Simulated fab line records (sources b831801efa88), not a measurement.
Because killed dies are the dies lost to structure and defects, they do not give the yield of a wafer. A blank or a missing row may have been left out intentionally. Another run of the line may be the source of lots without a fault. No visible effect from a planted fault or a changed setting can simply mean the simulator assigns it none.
Which tool was responsible? | flow sky130 | 33 wafers from 11 lots sampled at 6 of the route's 708 steps

## WHAT EACH GAUGE READ, for each wafer
SKY_VIA3_BOW_MEAS_03. Usual: VIA3_BOW gives 79 um (standard deviation 8).
lot  | measured     | on            | VIA3_BOW (um) | flag
L292 | day 38 00:05 | film_metro-04 | 71 76 71      |
L293 | day 38 13:59 | film_metro-01 | 79 77 82      |
L294 | day 39 01:23 | film_metro-01 | 85 70 72      |
L295 | day 39 03:38 | film_metro-02 | 70 73 81      |
L298 | day 40 07:24 | film_metro-04 | 68 82 77      |
L299 | day 40 14:28 | film_metro-02 | 92 84 86      |
L300 | day 40 22:08 | film_metro-02 | 85 86 80      |
L302 | day 41 22:08 | film_metro-01 | 72 66 92      |
L309 | day 43 22:05 | film_metro-02 | 90 90 83      |
L311 | day 44 03:10 | film_metro-01 | 76 78 89      |
L313 | day 45 03:55 | film_metro-02 | 71 60 62      |

SKY_VIA3_RS_MEAS_22: the measuring method here is four-point-probe. Usual: VIA3_W_RS gives 0.295 ohm/sq (standard deviation 0.0031).
lot  | measured     | on            | VIA3_W_RS (ohm/sq) | flag
L292 | day 39 02:50 | film_metro-04 | 0.300 0.300 0.297  |
L293 | day 39 16:13 | film_metro-04 | 0.296 0.291 0.291  |
L294 | day 40 03:26 | film_metro-04 | 0.297 0.298 0.294  |
L295 | day 40 05:13 | film_metro-02 | 0.293 0.292 0.292  |
L298 | day 41 08:39 | film_metro-01 | 0.292 0.297 0.295  |
L299 | day 41 15:55 | film_metro-04 | 0.295 0.296 0.294  |
L300 | day 41 23:46 | film_metro-04 | 0.295 0.293 0.297  |
L302 | day 42 21:49 | film_metro-04 | 0.290 0.291 0.290  |
L309 | day 44 21:06 | film_metro-02 | 0.295 0.299 0.297  |
L311 | day 45 02:04 | film_metro-04 | 0.296 0.299 0.302  |
L313 | day 46 01:56 | film_metro-04 | 0.298 0.294 0.291  |

SKY_CAP2M_RS_MEAS_03: the measuring method here is four-point-probe. Usual: CAP2M_TIN_RS gives 6.91 ohm/sq (standard deviation 0.088).
lot  | measured     | on            | CAP2M_TIN_RS (ohm/sq) | flag
L292 | day 39 03:39 | film_metro-03 | 6.80 6.89 6.81        |
L293 | day 39 17:10 | film_metro-04 | 6.80 6.76 6.83        |
L294 | day 40 04:16 | film_metro-01 | 6.90 6.92 6.98        |
L295 | day 40 06:02 | film_metro-04 | 6.99 7.00 7.01        |
L298 | day 41 09:28 | film_metro-01 | 6.82 6.95 6.92        |
L299 | day 41 16:46 | film_metro-01 | 6.84 6.94 6.97        |
L300 | day 42 00:37 | film_metro-01 | 6.88 7.08 6.99        |
L302 | day 42 22:39 | film_metro-03 | 6.91 6.88 6.92        |
L309 | day 44 22:02 | film_metro-01 | 4.85 4.85 4.85        | OFF
L311 | day 45 03:20 | film_metro-04 | 4.75 4.85 4.86        | OFF
L313 | day 46 03:11 | film_metro-04 | 4.81 4.75 4.76        | OFF

SKY_CAP2M_THK_MEAS_04: measures by xrf. Usual: CAP2M_TIN_THK gives 202.8 nm (standard deviation 2.7).
lot  | measured     | on            | CAP2M_TIN_THK (nm) | flag
L292 | day 39 03:46 | film_metro-03 | 206.2 203.2 205.2  |
L293 | day 39 17:16 | film_metro-04 | 205.4 207.1 205.6  |
L294 | day 40 04:23 | film_metro-01 | 202.9 201.8 201.1  |
L295 | day 40 06:08 | film_metro-04 | 201.7 202.1 201.9  |
L298 | day 41 09:35 | film_metro-01 | 203.8 201.3 201.5  |
L299 | day 41 16:52 | film_metro-01 | 204.7 201.3 199.8  |
L300 | day 42 00:44 | film_metro-01 | 201.7 196.3 198.8  |
L302 | day 42 22:46 | film_metro-03 | 202.6 201.9 201.1  |
L309 | day 44 22:09 | film_metro-01 | 285.2 285.7 285.7  | OFF
L311 | day 45 03:26 | film_metro-04 | 296.4 291.3 289.2  | OFF
L313 | day 46 03:17 | film_metro-04 | 292.3 297.0 295.7  | OFF

## WHICH TOOL RAN EACH LOT (tool, then ch and the chambers of the sampled wafers, then the start)
lot  | SKY_VIA3_CVD_21               | SKY_CAP2M_SPUTTER_02
L292 | cvd_w-02 ch 0,1, day 39 02:42 | pvd_sputter-04, day 39 03:32
L293 | cvd_w-01 ch 0,1, day 39 16:05 | pvd_sputter-04, day 39 17:01
L294 | cvd_w-01 ch 1, day 40 03:11   | pvd_sputter-02, day 40 04:09
L295 | cvd_w-01 ch 1, day 40 04:59   | pvd_sputter-01, day 40 05:54
L298 | cvd_w-01 ch 0,1, day 41 08:30 | pvd_sputter-01, day 41 09:20
L299 | cvd_w-02 ch 0,1, day 41 15:47 | pvd_sputter-02, day 41 16:36
L300 | cvd_w-02 ch 0,1, day 41 23:39 | pvd_sputter-04, day 42 00:30
L302 | cvd_w-01 ch 0,1, day 42 21:40 | pvd_sputter-02, day 42 22:31
L309 | cvd_w-01 ch 1, day 44 20:57   | pvd_sputter-01, day 44 21:55
L311 | cvd_w-01 ch 0,1, day 45 01:56 | pvd_sputter-01, day 45 03:11
L313 | cvd_w-02 ch 1, day 46 01:48   | pvd_sputter-01, day 46 03:03
- SKY_VIA3_CVD_21: deposits W, target thk 390 nm, time 117.31 s.
- SKY_CAP2M_SPUTTER_02: material TiN, target thk 200 nm, time 166.7 s.

## WHAT THE TOOLS THEMSELVES READ (means of the sampled wafers that have a number; where no wafer has one, the mark that the record gives instead)
SKY_VIA3_CVD_21. Usual: chamber_pressure_Torr 40.00 Torr, standard deviation 0.086; heater_power_w 886 W, standard deviation 110.
lot  | tool     | chamber_pressure_Torr (Torr) | heater_power_w (W) | flag
L292 | cvd_w-02 | 40.03                        | 887                |
L293 | cvd_w-01 | 40.03                        | 820                |
L294 | cvd_w-01 | 40.01                        | 1011               |
L295 | cvd_w-01 | 40.03                        | 995                |
L298 | cvd_w-01 | 40.03                        | 816                |
L299 | cvd_w-02 | 39.90                        | 892                |
L300 | cvd_w-02 | 39.91                        | 894                |
L302 | cvd_w-01 | 39.97                        | 918                |
L309 | cvd_w-01 | 39.97                        | 1009               |
L311 | cvd_w-01 | 40.00                        | 825                |
L313 | cvd_w-02 | 39.95                        | 926                |

SKY_CAP2M_SPUTTER_02. Usual: 30.2 % for throttle_valve_pct, sd 0.93.
lot  | tool           | throttle_valve_pct (%) | flag
L292 | pvd_sputter-04 | 29.1                   |
L293 | pvd_sputter-04 | 29.7                   |
L294 | pvd_sputter-02 | 30.8                   |
L295 | pvd_sputter-01 | 29.6                   |
L298 | pvd_sputter-01 | 30.2                   |
L299 | pvd_sputter-02 | 30.0                   |
L300 | pvd_sputter-04 | 29.9                   |
L302 | pvd_sputter-02 | 30.0                   |
L309 | pvd_sputter-01 | 30.0                   |
L311 | pvd_sputter-01 | 30.1                   |
L313 | pvd_sputter-01 | 31.0                   |

## THE ANSWER, worked out from the rows above alone
Rule: a lot is off if the mean of its wafers that have a number lies more than 3 standard deviations from the usual mean. A lot without any number at a reading at which 4 lots or more have one is off too. All remaining lots with rows at the step are treated as sound. First the gauges in route order, then the tools' own readings, where a lot's mean is used as printed above. The first step at which some lot is off is used, and at that step the reading that is off furthest; a lot without a number counts as furthest.
Off: L309, L311, L313, at SKY_CAP2M_RS_MEAS_03 (CAP2M_TIN_RS).
A tool fits if, at a process step before that reading, it ran every lot that is off, and no sound lot after the first of them. Those tools and the gauges at SKY_CAP2M_RS_MEAS_03 are tried in the same way. One fits: pvd_sputter-01 at SKY_CAP2M_SPUTTER_02. A fault onset in the window from L298 (day 41 09:20, its last sound lot) to L309 (day 44 21:55, its first lot off) fits.

## WHAT THE SIMULATOR HAD PUT IN
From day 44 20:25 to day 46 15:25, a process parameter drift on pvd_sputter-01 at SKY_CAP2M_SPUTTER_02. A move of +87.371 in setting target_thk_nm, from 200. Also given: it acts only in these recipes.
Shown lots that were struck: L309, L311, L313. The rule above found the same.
